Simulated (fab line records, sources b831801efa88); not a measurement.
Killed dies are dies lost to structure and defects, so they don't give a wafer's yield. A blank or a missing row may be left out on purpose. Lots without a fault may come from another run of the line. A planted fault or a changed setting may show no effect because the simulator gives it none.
Chamber matching | flow sky130 | SKY_VIA4_ETCH_12 on rie_diel-03: 4 sister chambers
The step etches SiO2 in C4F8/O2/Ar, stops on TiN, target depth 580 nm. 8 wafers are shown with their chamber, then 7 later ones without.

WAFERS WITH THEIR CHAMBER
wafer  | chamber | oes_product_au (a.u.)
L780.1 | 3       | 0.929
L781.4 | 2       | 0.928
L781.6 | 0       | 0.924
L783.1 | 1       | 0.933
L783.2 | 2       | 0.923
L783.4 | 3       | 0.919
L784.2 | 0       | 0.925
L784.5 | 1       | 0.929

WAFERS WITHOUT THEIR CHAMBER
wafer  | oes_product_au (a.u.)
L784.6 | 0.925
L786.1 | 0.917
L786.3 | 0.934
L786.4 | 0.925
L789.3 | 0.924
L789.4 | 0.919
L789.5 | 0.923

WHICH CHAMBER EACH WENT THROUGH
wafer  | from the rows above               | in truth
L784.6 | can't be placed: 0 or 2 or 3 or 1 | 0
L786.1 | can't be placed: 3 or 0 or 2 or 1 | 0
L786.3 | can't be placed: 1 or 2 or 0 or 3 | 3
L786.4 | can't be placed: 0 or 2 or 3 or 1 | 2
L789.3 | can't be placed: 3 or 0 or 2 or 1 | 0
L789.4 | can't be placed: 3 or 0 or 2 or 1 | 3
L789.5 | can't be placed: 3 or 0 or 2 or 1 | 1
Placed correctly: 0 of 7. Can't be placed from these rows: 7 (the true chamber is among the candidates in 7). Placed wrongly: 0.
How it was worked out, from the rows above alone: a wafer's distance from a chamber is the root of the sum, over the readings, of the square of ((its reading less the chamber's mean) divided by the reading's scatter). The wafer belongs to the nearest chamber; if the next one is less than 2 further off, it can't be placed. A chamber's mean is the mean of its shown wafers. The scatter: the root of (the sum of the squares of (reading less its chamber's mean) over the shown wafers, divided by (wafers less chambers)).
